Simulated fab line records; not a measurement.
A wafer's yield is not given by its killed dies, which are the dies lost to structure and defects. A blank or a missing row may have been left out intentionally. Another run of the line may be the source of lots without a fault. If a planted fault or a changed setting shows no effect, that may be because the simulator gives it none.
Struck lot and sound lot, side by side    flow sky130    37 steps out of a route of 708
Sound: wafers L471.4, L471.5, L471.6. Wafers struck: L454.1, L454.3, L454.5. The cause comes at the end.
For every step that has rows: the tool of each side, followed by ch and its chambers, followed by its first start. Under that, the readings that differ: sound wafers    struck wafers    difference of the means    sigmas: that difference in standard deviations of wafers without a fault.
alike: a reading whose means differ by less than 2 such deviations, as well as words and numbers matching on both sides. not compared: withheld readings; readings where some wafer has no value; bounds like >300 that might hide an equal value; numbers whose values overlap and for which the record gives no deviation.
The two part at a step that has a row with sigmas, a row that says differs or no value, or rows on one side only. Non-overlapping numbers with no deviation appear without sigmas and do not part them. A reading that every wafer of one side lacks parts them only if that side has two wafers or more.

first, 10 steps without rows for these wafers: SKY_LDD_LDN_SOFTBAKE_03 (time 60 s); SKY_LDD_LDN_EXPOSE_04 (exposes mask LDNTM, target cd 700 nm); SKY_LDD_LDN_PEB_05; SKY_LDD_LDN_DEVELOP_06 (develop time 60 s); SKY_LDD_LDN_IMPLANT_08; SKY_LDD_LDN_IMPLANT_09; SKY_LDD_LDN_IMPLANT_10; SKY_LDD_LDN_IMPLANT_11; SKY_LDD_LDN_STRIP_12 (strips in O2/N2); SKY_LDD_LDN_CLEAN_14 (cleans in SC1/SC2, time 150 s).
SKY_SPACER_CVD_00: deposits Si3N4 from DCS/NH3, target thk 43.1 nm, time 740 s.
  sound on lpcvd-02 ch 1, day 29 10:17; struck on lpcvd-02 ch 0, day 23 14:14
reading                                   sound              struck             difference  sigmas
model.Si3N4_of_SPACER_CVD_00.thk_nm (nm)  43.08 43.09 43.48  49.22 49.31 49.28  +6.05       
  alike: spike_tc_bottom_C
SKY_SPACER_THK_MEAS_01:
  sound on film_metro-01 at day 29 11:31; struck on film_metro-01 at day 23 15:26
reading                 sound           struck          difference  sigmas
SPACER_CVD_00_THK (nm)  43.1 43.1 43.6  49.2 49.3 49.2  +6.0        +12
SKY_SPACER_ETCHBACK_02: etches Si3N4 in CH3F/O2, stops on SiO2, time 46.7 s, target depth 45 nm.
  sound on rie_diel-01 ch 0,1,3, day 29 11:32; struck on rie_diel-02 ch 1,2,3, day 23 15:30
reading                   sound              struck             difference  sigmas
oes_product_au (a.u.)     0.857 0.846 0.861  0.929 0.919 0.923  +0.069      +10
model.etch.depth_nm (nm)  43.08 43.09 43.48  49.22 49.31 49.28  +6.05       
  alike: drypump_motor_current_A, throttle_valve_pct
  not compared: rf_hours_counter_h
then, 22 steps without rows for these wafers: SKY_POLY_CUT_DEHYDRATE_00 (time 60 s); SKY_POLY_CUT_HMDS_01 (prime time 60 s); SKY_POLY_CUT_COAT_02 (resist thk 60 nm); SKY_POLY_CUT_COAT_03 (resist thk 450 nm); SKY_POLY_CUT_SOFTBAKE_04 (time 90 s); SKY_POLY_CUT_EXPOSE_05 (exposes mask NPCM, target cd 270 nm); SKY_POLY_CUT_PEB_06; SKY_POLY_CUT_DEVELOP_07 (develop time 60 s); SKY_POLY_CUT_ETCH_10 (etches BARC in N2/H2, stops on SiO2, time 45.9 s, target depth 60 nm); SKY_POLY_CUT_ETCH_11 (etches Si3N4 in CF4/CH2F2/Ar, stops on poly-Si, time 42.5 s, target depth 60 nm); SKY_POLY_CUT_STRIP_12 (strips in O2/N2); SKY_SD_P_DEHYDRATE_00 (time 60 s); SKY_SD_P_HMDS_01 (prime time 60 s); SKY_SD_P_COAT_02 (resist thk 1140 nm); SKY_SD_P_SOFTBAKE_03 (time 60 s); SKY_SD_P_EXPOSE_04 (exposes mask PSDM, target cd 380 nm); SKY_SD_P_PEB_05; SKY_SD_P_DEVELOP_06 (develop time 60 s); SKY_SD_P_IMPLANT_09; SKY_SD_P_STRIP_10 (strips in O2/N2); SKY_RES_XHIGH_DEHYDRATE_00 (time 60 s); SKY_RES_XHIGH_HMDS_01 (prime time 60 s).
-- the record jumps here: 5 days lie between the struck wafers' starts before and after (it left off in module RES_XHIGH and takes up again in module SALICIDE, whose first step shown is number 361 of the route) --
SKY_SALICIDE_CLEAN_00: cleans in HF-last, time 30 s.
  sound on wet_bench-04 ch 0, day 34 01:27; struck on wet_bench-01 ch 0, day 28 16:03
reading                                   sound            struck            difference  sigmas
model.Si3N4_of_SPACER_CVD_00.thk_nm (nm)  42.1 42.12 42.5  48.24 48.34 48.3  +6.05       
-- the record jumps here: 18 days lie between the struck wafers' starts before and after (it left off in module SALICIDE and takes up again in module PAD_OPEN, whose first step shown is number 708 of the route) --
SKY_PAD_OPEN_PROBE_99:
  sound on prober-02 at day 50 02:18; struck on prober-02 at day 46 07:30
reading                                  sound              struck             difference  sigmas
model.etest.pfet_01v8.r_on_ohm_um        2912 2904 2987     3092 3036 3119     +148        
model.etest.nfet_g5v0d10v5.r_on_ohm_um   1862 1884 1880     1921 1904 1913     +37         
model.etest.sonos_uncharged.r_on_ohm_um  802.5 808.7 823.8  843.7 844.7 850.8  +34.7       
model.etest.pfet_01v8.drive_ua_um        191.3 190.5 185.1  178.6 183.1 177.5  -9.2        
model.etest.pfet_01v8_hvt.drive_ua_um    143.1 141.5 138.8  133.7 135 130.7    -8.0        
model.etest.sram_pfet_latch.drive_ua_um  139.2 140.2 137.3  132.3 130.5 128.8  -8.4        
  alike: killed_at_M0_to_M3, killed_at_M4_up, killed_at_contacts, killed_at_front_end, killed_at_other, killed_dies, killed_open, killed_short
  not compared: model.etest.pfet_01v8_mvt.drive_ua_um, model.etest.pfet_01v8_lvt.drive_ua_um

== WHERE THEY PART ==
Earliest at SKY_SPACER_THK_MEAS_01; latest, in this record, at SKY_SPACER_ETCHBACK_02. Later steps at which nothing parts them and some readings are alike: SKY_PAD_OPEN_PROBE_99.

WHY: whatever the simulator had introduced
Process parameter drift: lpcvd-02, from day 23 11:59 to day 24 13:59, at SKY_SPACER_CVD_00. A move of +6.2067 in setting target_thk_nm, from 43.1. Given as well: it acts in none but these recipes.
